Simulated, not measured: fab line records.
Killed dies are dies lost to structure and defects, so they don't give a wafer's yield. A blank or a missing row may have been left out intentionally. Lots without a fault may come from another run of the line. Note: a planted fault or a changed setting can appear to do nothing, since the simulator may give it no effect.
What tool caused it? :: flow gf180mcu :: 72 wafers from 24 lots sampled at 2 of the route's 602 steps

## WHAT THE GAUGES READ, wafer by wafer
GF_V1_THK_MEAS_25: measures by xrf. Usual: V1_W_THK gives 334 nm (standard deviation 4.5).
lot: L074
measured: day 17 18:16
on: film_metro-04
V1_W_THK (nm): 330 337 335
flag: 

lot: L075
measured: day 19 04:20
on: film_metro-04
V1_W_THK (nm): 335 335 334
flag: 

lot: L076
measured: day 19 11:44
on: film_metro-04
V1_W_THK (nm): 327 328 325
flag: 

lot: L077
measured: day 19 15:19
on: film_metro-04
V1_W_THK (nm): 327 328 330
flag: 

lot: L078
measured: day 19 21:51
on: film_metro-04
V1_W_THK (nm): 336 335 341
flag: 

lot: L079
measured: day 20 05:45
on: film_metro-04
V1_W_THK (nm): 339 339 342
flag: 

lot: L080
measured: day 20 12:43
on: film_metro-03
V1_W_THK (nm): 339 339 338
flag: 

lot: L081
measured: day 21 01:32
on: film_metro-02
V1_W_THK (nm): 327 334 331
flag: 

lot: L083
measured: day 21 20:12
on: film_metro-03
V1_W_THK (nm): 328 330 332
flag: 

lot: L082
measured: day 21 22:09
on: film_metro-04
V1_W_THK (nm): 329 327 328
flag: 

lot: L084
measured: day 22 00:31
on: film_metro-02
V1_W_THK (nm): 335 339 345
flag: 

lot: L085
measured: day 22 10:56
on: film_metro-02
V1_W_THK (nm): 334 340 338
flag: 

lot: L086
measured: day 22 14:16
on: film_metro-03
V1_W_THK (nm): 342 333 333
flag: 

lot: L087
measured: day 23 08:08
on: film_metro-02
V1_W_THK (nm): 330 333 337
flag: 

lot: L088
measured: day 23 13:43
on: film_metro-02
V1_W_THK (nm): 336 329 331
flag: 

lot: L089
measured: day 23 21:01
on: film_metro-04
V1_W_THK (nm): 327 331 330
flag: 

lot: L090
measured: day 23 23:47
on: film_metro-02
V1_W_THK (nm): 332 337 334
flag: 

lot: L091
measured: day 24 14:14
on: film_metro-04
V1_W_THK (nm): 330 338 331
flag: 

lot: L092
measured: day 25 04:37
on: film_metro-02
V1_W_THK (nm): 327 337 338
flag: 

lot: L093
measured: day 25 10:00
on: film_metro-04
V1_W_THK (nm): 327 327 331
flag: 

lot: L094
measured: day 25 14:45
on: film_metro-04
V1_W_THK (nm): 337 340 334
flag: 

lot: L095
measured: day 25 19:42
on: film_metro-03
V1_W_THK (nm): 333 337 336
flag: 

lot: L096
measured: day 25 22:27
on: film_metro-03
V1_W_THK (nm): 336 336 335
flag: 

lot: L097
measured: day 26 02:52
on: film_metro-03
V1_W_THK (nm): 328 330 328
flag: 

GF_M2_RS_MEAS_05: uses a four-point probe to measure. Usual: M2_ALCU_RS gives 0.0692 ohm/sq (standard deviation 0.00095).
lot: L074
measured: day 17 18:52
on: film_metro-02
M2_ALCU_RS (ohm/sq): 0.0685 0.0689 0.0681
flag: 

lot: L075
measured: day 19 04:55
on: film_metro-02
M2_ALCU_RS (ohm/sq): 0.0693 0.0694 0.0691
flag: 

lot: L076
measured: day 19 12:19
on: film_metro-04
M2_ALCU_RS (ohm/sq): 0.0691 0.0693 0.0696
flag: 

lot: L077
measured: day 19 15:55
on: film_metro-01
M2_ALCU_RS (ohm/sq): 0.0691 0.0705 0.0696
flag: 

lot: L078
measured: day 19 22:26
on: film_metro-02
M2_ALCU_RS (ohm/sq): 0.0701 0.0694 0.0687
flag: 

lot: L079
measured: day 20 06:20
on: film_metro-04
M2_ALCU_RS (ohm/sq): 0.0709 0.0693 0.0691
flag: 

lot: L080
measured: day 20 13:17
on: film_metro-02
M2_ALCU_RS (ohm/sq): 0.0695 0.0710 0.0705
flag: 

lot: L081
measured: day 21 02:08
on: film_metro-02
M2_ALCU_RS (ohm/sq): 0.0696 0.0691 0.0695
flag: 

lot: L083
measured: day 21 20:47
on: film_metro-04
M2_ALCU_RS (ohm/sq): 0.0710 0.0707 0.0715
flag: 

lot: L082
measured: day 21 22:44
on: film_metro-01
M2_ALCU_RS (ohm/sq): 0.0694 0.0700 0.0700
flag: 

lot: L084
measured: day 22 01:08
on: film_metro-02
M2_ALCU_RS (ohm/sq): 0.0692 0.0676 0.0702
flag: 

lot: L085
measured: day 22 11:31
on: film_metro-01
M2_ALCU_RS (ohm/sq): 0.0701 0.0689 0.0683
flag: 

lot: L086
measured: day 22 14:50
on: film_metro-02
M2_ALCU_RS (ohm/sq): 0.0689 0.0704 0.0703
flag: 

lot: L087
measured: day 23 08:43
on: film_metro-01
M2_ALCU_RS (ohm/sq): 0.0695 0.0695 0.0690
flag: 

lot: L088
measured: day 23 14:17
on: film_metro-04
M2_ALCU_RS (ohm/sq): 0.0707 0.0715 0.0718
flag: 

lot: L089
measured: day 23 21:37
on: film_metro-02
M2_ALCU_RS (ohm/sq): 0.0683 0.0696 0.0691
flag: 

lot: L090
measured: day 24 00:22
on: film_metro-04
M2_ALCU_RS (ohm/sq): 0.0702 0.0683 0.0694
flag: 

lot: L091
measured: day 24 14:49
on: film_metro-02
M2_ALCU_RS (ohm/sq): 0.0690 0.0690 0.0674
flag: 

lot: L092
measured: day 25 05:13
on: film_metro-04
M2_ALCU_RS (ohm/sq): 0.0705 0.0693 0.0706
flag: 

lot: L093
measured: day 25 10:36
on: film_metro-01
M2_ALCU_RS (ohm/sq): 0.0681 0.0679 0.0684
flag: 

lot: L094
measured: day 25 15:21
on: film_metro-01
M2_ALCU_RS (ohm/sq): 0.0685 0.0689 0.0699
flag: 

lot: L095
measured: day 25 20:17
on: film_metro-02
M2_ALCU_RS (ohm/sq): 0.0685 0.0671 0.0694
flag: 

lot: L096
measured: day 25 23:18
on: film_metro-02
M2_ALCU_RS (ohm/sq): 0.0696 0.0685 0.0680
flag: 

lot: L097
measured: day 26 03:28
on: film_metro-01
M2_ALCU_RS (ohm/sq): 0.0682 0.0669 0.0683
flag: 

## TOOL THAT RAN EACH LOT (tool first, then ch and the chambers of the sampled wafers, then the start)
No process step before these readings appears in the record.

## WHAT THE TOOLS THEMSELVES READ (means of the sampled wafers that have a number; where no wafer has one, the mark that the record gives instead)
The record holds no such reading with a usual standard deviation.

## THE ANSWER, worked out from the rows above alone
Rule: lot off if the mean of its wafers having a number is beyond 3 standard deviations from the usual mean. Also off: a lot with no number at a reading for which 4 or more lots have one. All remaining lots with rows at the step are treated as sound. The gauges are gone through in route order, then the tools' own readings, and for those a lot's mean is taken as printed above. The first step at which some lot is off is used, and at that step the reading that is off furthest; a lot without a number counts as furthest.
Across all readings shown, no lot is off: no conclusion can be drawn from this.

## WHAT HAD BEEN PUT IN BY THE SIMULATOR
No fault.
